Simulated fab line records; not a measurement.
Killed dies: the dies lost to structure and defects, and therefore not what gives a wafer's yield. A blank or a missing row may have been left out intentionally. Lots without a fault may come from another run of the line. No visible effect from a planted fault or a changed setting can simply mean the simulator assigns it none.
One fault through the eyes of 2 desks / flow gf180mcu / each desk has only its own numbers; what lay behind them comes last

## FROM THE METROLOGY DESK
What the gauges read for every lot (on any tool): the sampled wafers with a number, averaged. If a lot's mean is further than 4 standard deviations from the usual mean, the lot is out of limits and carries the mark OUT (the distance appears in the brackets).
Columns: A = cd nm at GF_POLY_GATE_CD_MEAS_10, usual 279.7 nm; B = NSD_RS at GF_PSD_RS_MEAS_14, usual 46.14 ohm/sq; C = PSD_RS at GF_PSD_RS_MEAS_15, usual 108.57 ohm/sq
lot=L690; first seen here=day 9 18:22; A=280.2; B=46.18; C=108.81
lot=L691; first seen here=day 9 22:26; A=281.9; B=46.21; C=108.62
lot=L692; first seen here=day 10 07:56; A=280.9; B=46.09; C=108.63
lot=L693; first seen here=day 10 19:36; A=278.9; B=46.19; C=108.30
lot=L701; first seen here=day 12 21:33; A=278.5; B=46.20; C=108.77
lot=L704; first seen here=day 14 04:45; A=279.3; B=44.88 (-14) OUT; C=106.16 (-8.9) OUT
lot=L707; first seen here=day 14 19:40; A=279.3; B=44.78 (-15) OUT; C=106.07 (-9.3) OUT
lot=L708; first seen here=day 15 07:17; A=281.7; B=46.16; C=108.46
lot=L709; first seen here=day 15 12:17; A=277.5; B=46.13; C=108.32
lot=L710; first seen here=day 15 23:48; A=280.8; B=46.10; C=108.34
lot=L711; first seen here=day 16 04:32; A=278.9; B=46.01; C=108.23
lot=L712; first seen here=day 16 12:15; A=278.7; B=46.19; C=108.93
Finding of this desk: L704, L707 out of limits, first seen on L704 at day 20 08:43 (NSD_RS at GF_PSD_RS_MEAS_14). L690, L691, L692, L693, L701, L708, L709, L710, L711, L712 stayed within limits.

## TOOL OWNER'S DESK, rtp anneal-01
The tool's own readings at GF_PSD_RTA_13 (time 20 s): means of the sampled wafers that have a number, for each lot that ran on this tool. If a lot's mean is further than 4 standard deviations from the usual mean, the lot is out of limits and carries the mark OUT (the distance appears in the brackets).
Columns: A = lamp power pct at GF_PSD_RTA_13, usual 31.4 %; B = run length s at GF_PSD_RTA_13, usual 48.7 s; C = wafer_temp_C_max at GF_PSD_RTA_13, usual 1030.4
lot=L690; first seen here=day 15 06:48; A=33.1; B=48.6; C=1030.4
lot=L692; first seen here=day 15 17:55; A=33.1; B=48.5; C=1029.9
lot=L693; first seen here=day 16 09:05; A=33.1; B=48.7; C=1030.1
lot=L704; first seen here=day 20 08:38; A=33.1; B=55.7 (+9.3) OUT; C=1029.8
lot=L707; first seen here=day 21 02:32; A=33.1; B=55.8 (+9.5) OUT; C=1030.8
This desk's finding: out of limits on L704, L707; first on L704, day 20 08:38 (run length s at GF_PSD_RTA_13). L690, L692, L693 stayed within limits.

## ALL TOGETHER
The tool owner's desk had the chance to raise an alarm at day 20 08:38 on L704, L707.
An alarm was possible from the metrology desk at day 20 08:43, on L704, L707.
On rtp anneal-01, each named lot ran GF_PSD_RTA_13.

## WHAT HAD BEEN PUT IN BY THE SIMULATOR
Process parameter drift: rtp anneal-01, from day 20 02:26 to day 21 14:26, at GF_PSD_RTA_13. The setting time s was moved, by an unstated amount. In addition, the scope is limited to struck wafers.
Lots struck among those shown: L704, L707.
Fault start to first reading out of limits, in hours, per desk: tool owner, 6; metrology, 6.
